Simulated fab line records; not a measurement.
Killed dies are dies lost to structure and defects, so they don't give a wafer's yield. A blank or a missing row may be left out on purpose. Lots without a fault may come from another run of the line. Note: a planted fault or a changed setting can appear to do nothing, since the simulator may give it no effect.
fab line records + flow sky130
[record]
- lots = 5
- wafers = 15
- last_day = 50
route steps=708 shown VIA4@640
lots that met no fault: from a run of the same line without faults
start_h: start of the lot's first displayed wafer, in hours after the record's first day + wait_h: hours since the lot's step before + " same as the row above + L1.1+2: several wafers, shown together as one row + - no value, or no start was given + * or withheld: withheld + < > ~ a bound
route shown NAME@n: NAME is a module with steps in the file, n the number in the route of the first one + usual: mean/standard deviation of fault-free wafers + same: alike in all rows + chamber/n: place in a boat + sites: readings site by site + _std_site: how widely they spread, as a standard deviation + _edge_site: inner sites' mean taken away from outer sites' mean + radius_mm: how far each site lies from the wafer's centre + mask NAME#n: copy n + behind: the most recent tool/chamber to have shaped the wafer + hold: reason for holding the lot/hours on hold/outcome of the hold + device: the n, p or np transistor that did not switch + end of line: the route-end tests of the same wafers + a step without rows: its recipe alone + killed: dies that structure and defects cost at the first sort, which is not the same as the wafer's yield + map: shows each die of a wafer: x if killed, . if not, _ if none is there
set.NAME: the setting the step ran with; set.NAME@STEP: the setting that earlier step ran with + model.NAME: the simulator's own value behind a step, which no gauge read
lots at some steps of the route; a table a step, a row a wafer
services: the hour from which a tool's chamber was out of use, counted from the record's first day as start_h (under 0 if before that day), plus the number of hours and why
[[steps]]
[step SKY_VIA4_THK_MEAS_01]
[recipe]
- reads = SiO2_of_VIA4_HDPCVD_00
[usual]
- VIA4_HDPCVD_THK = 1755/19
| lot.wafer | tool          | chamber | start_h | wait_h | VIA4_HDPCVD_THK[nm] |
|-----------|---------------|---------|---------|--------|---------------------|
| L077.3    | film_metro-03 | -       | 998.91  | 0.1    | 1755                |
| L077.4    | "             | -       | "       | "      | 1741                |
| L077.6    | "             | -       | "       | "      | 1759                |
| L078.2    | film_metro-03 | -       | 1009.52 | 0.1    | 1719                |
| L078.5    | "             | -       | "       | "      | 1737                |
| L078.6    | "             | -       | "       | "      | 1748                |
| L088.1    | film_metro-04 | -       | 1074.87 | 0.1    | 1790                |
| L088.2    | "             | -       | "       | "      | 1785                |
| L088.6    | "             | -       | "       | "      | 1766                |
| L094.1    | film_metro-04 | -       | 1109.46 | 0.1    | 1717                |
| L094.2    | "             | -       | "       | "      | 1774                |
| L094.5    | "             | -       | "       | "      | 1754                |
| L095.2    | film_metro-04 | -       | 1113.78 | 0.1    | 1757                |
| L095.3    | "             | -       | "       | "      | 1718                |
| L095.6    | "             | -       | "       | "      | 1736                |
[step SKY_VIA4_CMP_02]
[recipe]
- material = SiO2
- down_force_psi = 4
- platen_rpm = 60
- pad_velocity_m_s = 0.94248
[usual]
- motor_current_A = 12.0/1.4
| lot.wafer | tool   | chamber | start_h | wait_h | motor_current_A |
|-----------|--------|---------|---------|--------|-----------------|
| L077.4    | cmp-02 | 2       | 999.05  | 0.1    | 12.1            |
| L077.3    | "      | 3       | "       | "      | 12.0            |
| L077.6    | "      | 1       | "       | "      | 10.1            |
| L078.2    | cmp-01 | 3       | 1009.90 | 0.4    | 15.2            |
| L078.6    | "      | 3       | "       | "      | 14.7            |
| L078.5    | "      | 0       | "       | "      | 13.1            |
| L088.1    | cmp-01 | 1       | 1075.03 | 0.1    | 12.6            |
| L088.2    | "      | 2       | "       | "      | 10.7            |
| L088.6    | "      | 3       | "       | "      | 14.7            |
| L094.2    | cmp-01 | 3       | 1109.57 | 0.1    | 15.4            |
| L094.1    | "      | 0       | "       | "      | 12.3            |
| L094.5    | "      | 3       | "       | "      | 14.8            |
| L095.3    | cmp-02 | 3       | 1113.88 | 0.1    | 12.2            |
| L095.2    | "      | 1       | "       | "      | 10.1            |
| L095.6    | "      | 2       | "       | "      | 12.3            |
[step SKY_VIA4_BOW_MEAS_03]
[recipe]
- mode = bow
[usual]
- VIA4_BOW = 78/7.8
| lot.wafer | tool          | chamber | start_h | wait_h | VIA4_BOW[um] |
|-----------|---------------|---------|---------|--------|--------------|
| L077.3    | film_metro-03 | -       | 999.29  | 0.1    | 79           |
| L077.4    | "             | -       | "       | "      | 72           |
| L077.6    | "             | -       | "       | "      | 71           |
| L078.2    | film_metro-03 | -       | 1010.22 | 0.3    | 80           |
| L078.5    | "             | -       | "       | "      | 75           |
| L078.6    | "             | -       | "       | "      | 73           |
| L088.1    | film_metro-04 | -       | 1075.23 | 0.1    | 72           |
| L088.2    | "             | -       | "       | "      | 83           |
| L088.6    | "             | -       | "       | "      | 79           |
| L094.1    | film_metro-04 | -       | 1109.82 | 0.1    | 81           |
| L094.2    | "             | -       | "       | "      | 77           |
| L094.5    | "             | -       | "       | "      | 73           |
| L095.2    | film_metro-04 | -       | 1114.15 | 0.1    | 94           |
| L095.3    | "             | -       | "       | "      | 76           |
| L095.6    | "             | -       | "       | "      | 88           |
[step SKY_VIA4_DEHYDRATE_04]
[recipe]
- temp_c = 200
- time_s = 60
[usual]
- plate_temp_C = 200.01/0.15
| lot.wafer | tool           | chamber | start_h | wait_h | plate_temp_C |
|-----------|----------------|---------|---------|--------|--------------|
| L077.3    | litho_track-03 | 0       | 1009.25 | 9.9    | 200.21       |
| L077.4    | "              | 0       | "       | "      | 199.95       |
| L077.6    | "              | 0       | "       | "      | 200.12       |
| L078.2    | litho_track-02 | 0       | 1021.73 | 11.5   | 200.01       |
| L078.5    | "              | 0       | "       | "      | 199.83       |
| L078.6    | "              | 0       | "       | "      | 199.70       |
| L088.1    | litho_track-02 | 0       | 1084.91 | 9.7    | 200.13       |
| L088.2    | "              | 0       | "       | "      | 199.93       |
| L088.6    | "              | 0       | "       | "      | 200.08       |
| L094.1    | litho_track-04 | 0       | 1118.98 | 9.1    | 199.98       |
| L094.2    | "              | 0       | "       | "      | 200.05       |
| L094.5    | "              | 0       | "       | "      | 199.98       |
| L095.2    | litho_track-04 | 0       | 1123.01 | 8.8    | 199.97       |
| L095.3    | "              | 0       | "       | "      | 200.23       |
| L095.6    | "              | 0       | "       | "      | 199.99       |
[step SKY_VIA4_HMDS_05]
[recipe]
- prime_time_s = 60
- prime_temp_c = 120
| lot.wafer  | tool           | chamber | start_h | wait_h |
|------------|----------------|---------|---------|--------|
| L077.3+4+6 | litho_track-03 | 0       | 1009.40 | 0.1    |
| L078.2+5+6 | litho_track-02 | 0       | 1021.88 | 0.1    |
| L088.1+2+6 | litho_track-02 | 0       | 1085.06 | 0.1    |
| L094.1+2+5 | litho_track-04 | 0       | 1119.13 | 0.1    |
| L095.2+3+6 | litho_track-04 | 0       | 1123.16 | 0.1    |
[step SKY_VIA4_COAT_06]
[recipe]
- resist = NOVOLAK
- spin_rpm = 3000
- resist_thk_nm = 1140
[usual]
- spin_speed_rpm = 3000.0/1.8
| lot.wafer | tool           | chamber | start_h | wait_h | spin_speed_rpm |
|-----------|----------------|---------|---------|--------|----------------|
| L077.3    | litho_track-03 | 0       | 1009.55 | 0.1    | 3000.8         |
| L077.4    | "              | 0       | "       | "      | 2999.3         |
| L077.6    | "              | 0       | "       | "      | 3002.0         |
| L078.2    | litho_track-02 | 0       | 1022.03 | 0.1    | 3001.4         |
| L078.5    | "              | 0       | "       | "      | 2998.9         |
| L078.6    | "              | 0       | "       | "      | 2999.6         |
| L088.1    | litho_track-02 | 0       | 1085.21 | 0.1    | 3000.1         |
| L088.2    | "              | 0       | "       | "      | 2998.9         |
| L088.6    | "              | 0       | "       | "      | 3000.3         |
| L094.1    | litho_track-04 | 0       | 1119.28 | 0.1    | 3000.7         |
| L094.2    | "              | 0       | "       | "      | 2999.3         |
| L094.5    | "              | 0       | "       | "      | 2997.3         |
| L095.2    | litho_track-04 | 0       | 1123.31 | 0.1    | 2998.5         |
| L095.3    | "              | 0       | "       | "      | 3000.2         |
| L095.6    | "              | 0       | "       | "      | 2999.4         |
[step SKY_VIA4_SOFTBAKE_07]
[recipe]
- temp_c = 90
- time_s = 60
- resist = NOVOLAK
[usual]
- plate_temp_C = 90.01/0.13
| lot.wafer | tool           | chamber | start_h | wait_h | plate_temp_C |
|-----------|----------------|---------|---------|--------|--------------|
| L077.3    | litho_track-03 | 0       | 1009.70 | 0.1    | 89.83        |
| L077.4    | "              | 0       | "       | "      | 89.90        |
| L077.6    | "              | 0       | "       | "      | 89.93        |
| L078.2    | litho_track-02 | 0       | 1022.18 | 0.1    | 89.96        |
| L078.5    | "              | 0       | "       | "      | 89.95        |
| L078.6    | "              | 0       | "       | "      | 90.01        |
| L088.1    | litho_track-02 | 0       | 1085.36 | 0.1    | 90.04        |
| L088.2    | "              | 0       | "       | "      | 90.01        |
| L088.6    | "              | 0       | "       | "      | 90.09        |
| L094.1    | litho_track-04 | 0       | 1119.43 | 0.1    | 90.14        |
| L094.2    | "              | 0       | "       | "      | 89.94        |
| L094.5    | "              | 0       | "       | "      | 90.18        |
| L095.2    | litho_track-04 | 0       | 1123.46 | 0.1    | 90.16        |
| L095.3    | "              | 0       | "       | "      | 90.03        |
| L095.6    | "              | 0       | "       | "      | 90.00        |
[step SKY_VIA4_EXPOSE_08]
[recipe]
- mask_id = VIM4
- na = 0.6
- source_shape = conventional
- sigma_outer = 0.6
- polarization = unpolarized
- target_cd_nm = 800
- dose_mj = 132
[usual]
- reticle_temp_C = 22.99/0.099
| lot.wafer | tool             | chamber | start_h | wait_h | mask   | reticle_temp_C |
|-----------|------------------|---------|---------|--------|--------|----------------|
| L077.3    | iline_stepper-01 | 0       | -       | -      | VIM4#0 | 22.97          |
| L077.4    | "                | 0       | "       | "      | VIM4#0 | 23.04          |
| L077.6    | "                | 0       | "       | "      | VIM4#0 | 23.08          |
| L078.2    | iline_stepper-02 | 0       | -       | -      | VIM4#0 | 23.10          |
| L078.5    | "                | 0       | "       | "      | VIM4#0 | 22.98          |
| L078.6    | "                | 0       | "       | "      | VIM4#0 | 23.10          |
| L088.1    | iline_stepper-01 | 0       | -       | -      | VIM4#0 | 22.93          |
| L088.2    | "                | 0       | "       | "      | VIM4#0 | 22.93          |
| L088.6    | "                | 0       | "       | "      | VIM4#0 | 22.91          |
| L094.1    | iline_stepper-01 | 0       | -       | -      | VIM4#0 | 22.98          |
| L094.2    | "                | 0       | "       | "      | VIM4#0 | 23.05          |
| L094.5    | "                | 0       | "       | "      | VIM4#0 | 23.10          |
| L095.2    | iline_stepper-01 | 0       | -       | -      | VIM4#0 | 23.15          |
| L095.3    | "                | 0       | "       | "      | VIM4#0 | 23.03          |
| L095.6    | "                | 0       | "       | "      | VIM4#0 | 22.94          |
[step SKY_VIA4_PEB_09]
[recipe]
- temp_c = withheld
- time_s = *
- resist = NOVOLAK
| lot.wafer  | tool           | chamber | start_h | wait_h |
|------------|----------------|---------|---------|--------|
| L077.3+4+6 | litho_track-04 | 0       | -       | -      |
| L078.2+5+6 | litho_track-04 | 0       | -       | -      |
| L088.1+2+6 | litho_track-03 | 0       | -       | -      |
| L094.1+2+5 | litho_track-04 | 0       | -       | -      |
| L095.2+3+6 | litho_track-02 | 0       | -       | -      |
[step SKY_VIA4_DEVELOP_10]
[recipe]
- resist = NOVOLAK
- developer = TMAH
- develop_time_s = 60
- dev_temp_c = 23
| lot.wafer  | tool           | chamber | start_h | wait_h |
|------------|----------------|---------|---------|--------|
| L077.3+4+6 | litho_track-04 | 0       | 1021.73 | 0.1    |
| L078.2+5+6 | litho_track-04 | 0       | 1033.06 | 0.1    |
| L088.1+2+6 | litho_track-03 | 0       | 1095.25 | 0.1    |
| L094.1+2+5 | litho_track-04 | 0       | 1128.68 | 0.1    |
| L095.2+3+6 | litho_track-02 | 0       | 1132.28 | 0.1    |
[step SKY_VIA4_OVL_MEAS_11]
[usual]
- VIA4_OVL = 0.8/1.2
| lot.wafer | tool       | chamber | start_h | wait_h | VIA4_OVL[nm] |
|-----------|------------|---------|---------|--------|--------------|
| L077.3    | overlay-02 | -       | 1021.85 | 0.1    | 0.8          |
| L077.4    | "          | -       | "       | "      | 0.2          |
| L077.6    | "          | -       | "       | "      | 2.0          |
| L078.2    | overlay-01 | -       | 1033.19 | 0.1    | -0.7         |
| L078.5    | "          | -       | "       | "      | 0.4          |
| L078.6    | "          | -       | "       | "      | 0.5          |
| L088.1    | overlay-02 | -       | 1095.40 | 0.1    | -1.1         |
| L088.2    | "          | -       | "       | "      | 2.0          |
| L088.6    | "          | -       | "       | "      | -1.1         |
| L094.1    | overlay-02 | -       | 1128.83 | 0.1    | -0.7         |
| L094.2    | "          | -       | "       | "      | -0.3         |
| L094.5    | "          | -       | "       | "      | 0.1          |
| L095.2    | overlay-01 | -       | 1132.41 | 0.1    | -0.7         |
| L095.3    | "          | -       | "       | "      | 0.0          |
| L095.6    | "          | -       | "       | "      | -0.5         |
[step SKY_VIA4_ETCH_12]
[recipe]
- target = SiO2
- chemistry = C4F8/O2/Ar
- stop_on = TiN
- mask_material = NOVOLAK
- source_w = 1500
- bias_w = 1200
- pressure_mtorr = 40
- c4f8_flow_sccm = withheld
- O2_flow_sccm = 6
- Ar_flow_sccm = 300
- time_s = withheld
- target_depth_a = 5800
[usual]
- oes_product_au = 0.926/0.0046
| lot.wafer | tool        | chamber | start_h | wait_h | oes_product_au |
|-----------|-------------|---------|---------|--------|----------------|
| L077.3    | rie_diel-01 | 0       | 1021.87 | 0.0    | 0.929          |
| L077.4    | "           | 2       | "       | "      | 0.924          |
| L077.6    | "           | 0       | "       | "      | 0.932          |
| L078.2    | rie_diel-02 | 1       | 1033.22 | 0.0    | 0.926          |
| L078.5    | "           | 3       | "       | "      | 0.925          |
| L078.6    | "           | 0       | "       | "      | 0.933          |
| L088.1    | rie_diel-03 | 3       | 1095.44 | 0.0    | 0.924          |
| L088.2    | "           | 1       | "       | "      | 0.922          |
| L088.6    | "           | 1       | "       | "      | 0.925          |
| L094.1    | rie_diel-02 | 0       | 1128.87 | 0.0    | 0.927          |
| L094.2    | "           | 2       | "       | "      | 0.934          |
| L094.5    | "           | 1       | "       | "      | 0.926          |
| L095.2    | rie_diel-02 | 1       | 1132.44 | 0.0    | 0.930          |
| L095.3    | "           | 0       | "       | "      | 0.930          |
| L095.6    | "           | 2       | "       | "      | 0.925          |
[step SKY_VIA4_STRIP_13]
[recipe]
- chemistry = O2/N2
- power_w = 1400
- pressure_mtorr = 1500
- platen_temp_c = withheld
- o2_flow_sccm = 3000
- n2_flow_sccm = 300
- overash_fraction = 0.5
[usual]
- drypump_motor_current_A = 5.49/0.11
- oes_product_au = 0.710/0.0048
- strip_time_to_endpoint_s = 12.803/0.027
| lot.wafer | tool            | chamber | start_h | wait_h | drypump_motor_current_A | oes_product_au | rf_hours_counter_h | strip_time_to_endpoint_s |
|-----------|-----------------|---------|---------|--------|-------------------------|----------------|--------------------|--------------------------|
| L077.3    | plasma_asher-01 | 1       | 1021.98 | -      | 5.24                    | 0.714          | -                  | 12.801                   |
| L077.4    | "               | 0       | "       | "      | 5.47                    | 0.712          | -                  | 12.786                   |
| L077.6    | "               | 0       | "       | "      | 5.47                    | 0.708          | -                  | 12.768                   |
| L078.2    | plasma_asher-02 | 0       | 1033.29 | -      | 5.44                    | 0.714          | 88                 | 12.760                   |
| L078.5    | "               | 0       | "       | "      | 5.47                    | 0.706          | -                  | 12.821                   |
| L078.6    | "               | 1       | "       | "      | 5.52                    | 0.703          | -                  | 12.802                   |
| L088.1    | plasma_asher-01 | 1       | 1095.51 | -      | 5.24                    | 0.721          | 67                 | 12.768                   |
| L088.2    | "               | 0       | "       | "      | 5.46                    | 0.709          | 67                 | 12.832                   |
| L088.6    | "               | 0       | "       | "      | 5.47                    | 0.716          | -                  | 12.829                   |
| L094.1    | plasma_asher-02 | 0       | 1128.94 | -      | 5.46                    | 0.700          | 97                 | 12.815                   |
| L094.2    | "               | 1       | "       | "      | 5.50                    | 0.704          | 97                 | 12.782                   |
| L094.5    | "               | 1       | "       | "      | 5.55                    | 0.707          | -                  | 12.834                   |
| L095.2    | plasma_asher-04 | 1       | 1132.52 | -      | 5.40                    | 0.708          | 39                 | 12.808                   |
| L095.3    | "               | 0       | "       | "      | 5.70                    | 0.707          | -                  | 12.786                   |
| L095.6    | "               | 1       | "       | "      | 5.42                    | 0.706          | -                  | 12.838                   |
[step SKY_VIA4_STRIP_14]
[recipe]
- chemistry = post_etch_residue_remover
- time_s = 1200
- temp_c = 72.5
[usual]
- bath_guard_temp_C = 72.4/0.62
| lot.wafer | tool         | chamber | start_h | wait_h | bath_guard_temp_C |
|-----------|--------------|---------|---------|--------|-------------------|
| L077.3    | wet_bench-02 | 3       | 1022.04 | 0.0    | 72.1              |
| L077.4    | "            | 3       | "       | "      | 72.4              |
| L077.6    | "            | 3       | "       | "      | 72.9              |
| L078.2    | wet_bench-02 | 3       | 1033.39 | 0.1    | 72.6              |
| L078.5    | "            | 3       | "       | "      | 72.5              |
| L078.6    | "            | 3       | "       | "      | 72.3              |
| L088.1    | wet_bench-01 | 2       | 1095.64 | 0.1    | 72.2              |
| L088.2    | "            | 2       | "       | "      | 71.9              |
| L088.6    | "            | 2       | "       | "      | 72.1              |
| L094.1    | wet_bench-04 | 0       | 1129.12 | 0.1    | 72.5              |
| L094.2    | "            | 0       | "       | "      | 72.5              |
| L094.5    | "            | 0       | "       | "      | 72.7              |
| L095.2    | wet_bench-02 | 3       | 1132.65 | 0.1    | 72.7              |
| L095.3    | "            | 3       | "       | "      | 72.3              |
| L095.6    | "            | 3       | "       | "      | 72.8              |
[step SKY_VIA4_CLEAN_15]
[recipe]
- chemistry = IPA
- time_s = 180
- temp_c = 25
| lot.wafer  | tool         | chamber | start_h | wait_h |
|------------|--------------|---------|---------|--------|
| L077.3+4+6 | wet_bench-01 | 3       | 1022.38 | 0.0    |
| L078.2+5+6 | wet_bench-01 | 3       | 1033.77 | 0.0    |
| L088.1+2+6 | wet_bench-04 | 3       | 1095.99 | 0.0    |
| L094.1+2+5 | wet_bench-04 | 0       | 1129.55 | 0.1    |
| L095.2+3+6 | wet_bench-04 | 2       | 1132.99 | 0.0    |
[step SKY_VIA4_CLEAN_16]
[recipe]
- chemistry = O3/DIW
- dry = n2_spin
| lot.wafer  | tool         | chamber | start_h | wait_h |
|------------|--------------|---------|---------|--------|
| L077.3+4+6 | wet_bench-04 | 1       | 1022.44 | 0.0    |
| L078.2+5+6 | wet_bench-02 | 0       | 1033.82 | 0.0    |
| L088.1+2+6 | wet_bench-04 | 2       | 1096.04 | 0.0    |
| L094.1+2+5 | wet_bench-01 | 3       | 1129.62 | 0.0    |
| L095.2+3+6 | wet_bench-01 | 2       | 1133.05 | 0.0    |
[step SKY_VIA4_SPUTTER_17]
[recipe]
- material = TiN
- target_thk_nm = 20
- chamber_pressure_pa = 5
- power_w = 4000
- time_s = 80
[usual]
- chamber_pressure_pa = 5.001/0.0099
- throttle_valve_pct = 30.1/0.5
| lot.wafer | tool           | chamber | start_h | wait_h | chamber_pressure_pa | throttle_valve_pct |
|-----------|----------------|---------|---------|--------|---------------------|--------------------|
| L077.3    | pvd_sputter-01 | -       | 1022.53 | 0.0    | 4.996               | 31.2               |
| L077.4    | "              | -       | "       | "      | 4.985               | 30.4               |
| L077.6    | "              | -       | "       | "      | 5.001               | 30.1               |
| L078.2    | pvd_sputter-01 | -       | 1033.92 | 0.0    | 5.004               | 29.6               |
| L078.5    | "              | -       | "       | "      | 4.990               | 30.0               |
| L078.6    | "              | -       | "       | "      | 4.995               | 31.1               |
| L088.1    | pvd_sputter-02 | -       | 1096.14 | 0.0    | 5.016               | 30.1               |
| L088.2    | "              | -       | "       | "      | 5.002               | 30.2               |
| L088.6    | "              | -       | "       | "      | 5.003               | 30.1               |
| L094.1    | pvd_sputter-03 | -       | 1129.71 | 0.0    | 4.993               | 29.5               |
| L094.2    | "              | -       | "       | "      | 4.983               | 29.8               |
| L094.5    | "              | -       | "       | "      | 4.980               | 30.0               |
| L095.2    | pvd_sputter-03 | -       | 1133.14 | 0.0    | 4.999               | 29.6               |
| L095.3    | "              | -       | "       | "      | 5.010               | 30.7               |
| L095.6    | "              | -       | "       | "      | 4.986               | 29.3               |
[step SKY_VIA4_CVD_18]
[recipe]
- material = W
- target_thk_nm = 505
- time_s = 152.14
- temp_c = 400
- pressure_torr = 40
[usual]
- heater_power_w = 887/120
| lot.wafer | tool     | chamber | start_h | wait_h | heater_power_w | since_wet_clean_h |
|-----------|----------|---------|---------|--------|----------------|-------------------|
| L077.3    | cvd_w-02 | 0       | 1022.65 | 0.1    | 1072           | -                 |
| L077.4    | "        | 1       | "       | "      | 884            | -                 |
| L077.6    | "        | 1       | "       | "      | 896            | -                 |
| L078.2    | cvd_w-01 | 1       | 1033.98 | 0.0    | 863            | 116               |
| L078.5    | "        | 1       | "       | "      | 886            | -                 |
| L078.6    | "        | 0       | "       | "      | 732            | -                 |
| L088.1    | cvd_w-01 | 1       | 1096.20 | 0.0    | 869            | 178               |
| L088.2    | "        | 0       | "       | "      | 742            | 178               |
| L088.6    | "        | 0       | "       | "      | 733            | -                 |
| L094.1    | cvd_w-01 | 0       | 1129.80 | 0.1    | 724            | 212               |
| L094.2    | "        | 1       | "       | "      | 847            | 212               |
| L094.5    | "        | 0       | "       | "      | 739            | -                 |
| L095.2    | cvd_w-01 | 0       | 1133.20 | 0.0    | 738            | 215               |
| L095.3    | "        | 0       | "       | "      | 746            | -                 |
| L095.6    | "        | 1       | "       | "      | 852            | -                 |
[step SKY_VIA4_RS_MEAS_19]
[recipe]
- thk_meas_gauge = four-point-probe
- reads = W_of_VIA4_CVD_18+TiN_of_VIA4_SPUTTER_17
[usual]
- VIA4_W_RS = 0.225/0.0032
| lot.wafer | tool          | chamber | start_h | wait_h | VIA4_W_RS[ohm/sq] |
|-----------|---------------|---------|---------|--------|-------------------|
| L077.3    | film_metro-01 | -       | 1022.79 | 0.1    | 0.232             |
| L077.4    | "             | -       | "       | "      | 0.224             |
| L077.6    | "             | -       | "       | "      | 0.228             |
| L078.2    | film_metro-04 | -       | 1034.16 | 0.1    | 0.226             |
| L078.5    | "             | -       | "       | "      | 0.226             |
| L078.6    | "             | -       | "       | "      | 0.221             |
| L088.1    | film_metro-04 | -       | 1096.35 | 0.1    | 0.228             |
| L088.2    | "             | -       | "       | "      | 0.230             |
| L088.6    | "             | -       | "       | "      | 0.229             |
| L094.1    | film_metro-03 | -       | 1129.98 | 0.1    | 0.225             |
| L094.2    | "             | -       | "       | "      | 0.223             |
| L094.5    | "             | -       | "       | "      | 0.222             |
| L095.2    | film_metro-03 | -       | 1133.38 | 0.1    | 0.225             |
| L095.3    | "             | -       | "       | "      | 0.224             |
| L095.6    | "             | -       | "       | "      | 0.222             |
[step SKY_VIA4_THK_MEAS_20]
[recipe]
- thk_meas_gauge = xrf
- reads = W_of_VIA4_CVD_18
[usual]
- VIA4_W_THK = 489/7.3
| lot.wafer | tool          | chamber | start_h | wait_h | VIA4_W_THK[nm] |
|-----------|---------------|---------|---------|--------|----------------|
| L077.3    | film_metro-01 | -       | 1022.89 | 0.1    | 476            |
| L077.4    | "             | -       | "       | "      | 484            |
| L077.6    | "             | -       | "       | "      | 481            |
| L078.2    | film_metro-04 | -       | 1034.27 | 0.1    | 489            |
| L078.5    | "             | -       | "       | "      | 487            |
| L078.6    | "             | -       | "       | "      | 498            |
| L088.1    | film_metro-04 | -       | 1096.47 | 0.1    | 483            |
| L088.2    | "             | -       | "       | "      | 479            |
| L088.6    | "             | -       | "       | "      | 484            |
| L094.1    | film_metro-03 | -       | 1130.10 | 0.1    | 491            |
| L094.2    | "             | -       | "       | "      | 496            |
| L094.5    | "             | -       | "       | "      | 495            |
| L095.2    | film_metro-03 | -       | 1133.49 | 0.1    | 488            |
| L095.3    | "             | -       | "       | "      | 492            |
| L095.6    | "             | -       | "       | "      | 496            |
[step SKY_VIA4_CMP_21]
[recipe]
- stop_on = SiO2
- t_overpolish_s = 25
- down_force_psi = 3.5
- platen_rpm = 60
- target_thk_nm = 0
- pad_velocity_m_s = 0.94248
[usual]
- motor_current_A = 10.8/1.2
- overpolish_run_s = 25.000/0.009
- time_to_endpoint_s = 125/8.1
[same]
- t_overpolish_s = 25
| lot.wafer | tool   | chamber | start_h | wait_h | motor_current_A | overpolish_run_s | time_to_endpoint_s |
|-----------|--------|---------|---------|--------|-----------------|------------------|--------------------|
| L077.4    | cmp-01 | 3       | 1022.98 | 0.1    | 13.1            | 25.015           | 131                |
| L077.3    | "      | 1       | "       | "      | 11.1            | 24.986           | 117                |
| L077.6    | "      | 2       | "       | "      | 10.1            | 24.996           | 123                |
| L078.2    | cmp-02 | 2       | 1034.32 | 0.0    | 11.1            | 25.009           | 121                |
| L078.6    | "      | 2       | "       | "      | 10.8            | 25.008           | 119                |
| L078.5    | "      | 3       | "       | "      | 10.4            | 25.006           | 123                |
| L088.2    | cmp-02 | 2       | 1096.66 | 0.2    | 10.8            | 24.987           | 121                |
| L088.1    | "      | 0       | "       | "      | 9.9             | 24.998           | 134                |
| L088.6    | "      | 2       | "       | "      | 11.1            | 25.014           | 120                |
| L094.2    | cmp-02 | 1       | 1130.60 | 0.5    | 9.5             | 24.991           | 113                |
| L094.1    | "      | 3       | "       | "      | 10.8            | 24.999           | 130                |
| L094.5    | "      | 1       | "       | "      | 10.2            | 24.979           | 113                |
| L095.2    | cmp-01 | 0       | 1133.59 | 0.1    | 11.6            | 24.996           | 134                |
| L095.3    | "      | 2       | "       | "      | 10.3            | 24.998           | 137                |
| L095.6    | "      | 3       | "       | "      | 13.5            | 25.018           | 143                |
[[services]]
| tool             | chamber | start_h | hours | kind   |
|------------------|---------|---------|-------|--------|
| rie_diel-03      | 3       | 979.72  | 1.9   | repair |
| rie_diel-02      | 0       | 980.70  | 2.6   | repair |
| rie_diel-01      | 1       | 991.54  | 3.7   | repair |
| plasma_asher-02  | -       | 1002.51 | 3.8   | repair |
| iline_stepper-01 | -       | 1017.74 | 1.7   | pm     |
| cmp-01           | -       | 1032.25 | 0.9   | repair |
| rie_diel-02      | 2       | 1032.95 | 7.5   | repair |
| cvd_w-01         | -       | 1040.17 | 6.9   | pm     |
| iline_stepper-02 | -       | 1056.64 | 6.5   | repair |
| plasma_asher-01  | -       | 1058.63 | 2.8   | pm     |
| wet_bench-01     | -       | 1059.10 | 0.9   | repair |
| cvd_w-02         | -       | 1065.89 | 0.6   | repair |
| cvd_w-01         | 0       | 1074.80 | 3.7   | repair |
| cmp-01           | -       | 1075.70 | 0.7   | repair |
| cmp-01           | -       | 1076.52 | 3.8   | repair |
| cmp-01           | -       | 1085.54 | 4.0   | pm     |
| pvd_sputter-01   | -       | 1086.06 | 1.0   | repair |
| pvd_sputter-01   | -       | 1090.18 | 15.6  | repair |
| wet_bench-02     | -       | 1093.21 | 3.8   | repair |
| cmp-01           | -       | 1098.09 | 5.7   | pm     |
| cmp-02           | -       | 1103.94 | 5.0   | pm     |
| cmp-01           | -       | 1105.29 | 1.4   | repair |
| plasma_asher-01  | -       | 1108.66 | 0.7   | repair |
| plasma_asher-01  | -       | 1111.93 | 3.3   | repair |
[[key]]
fault none
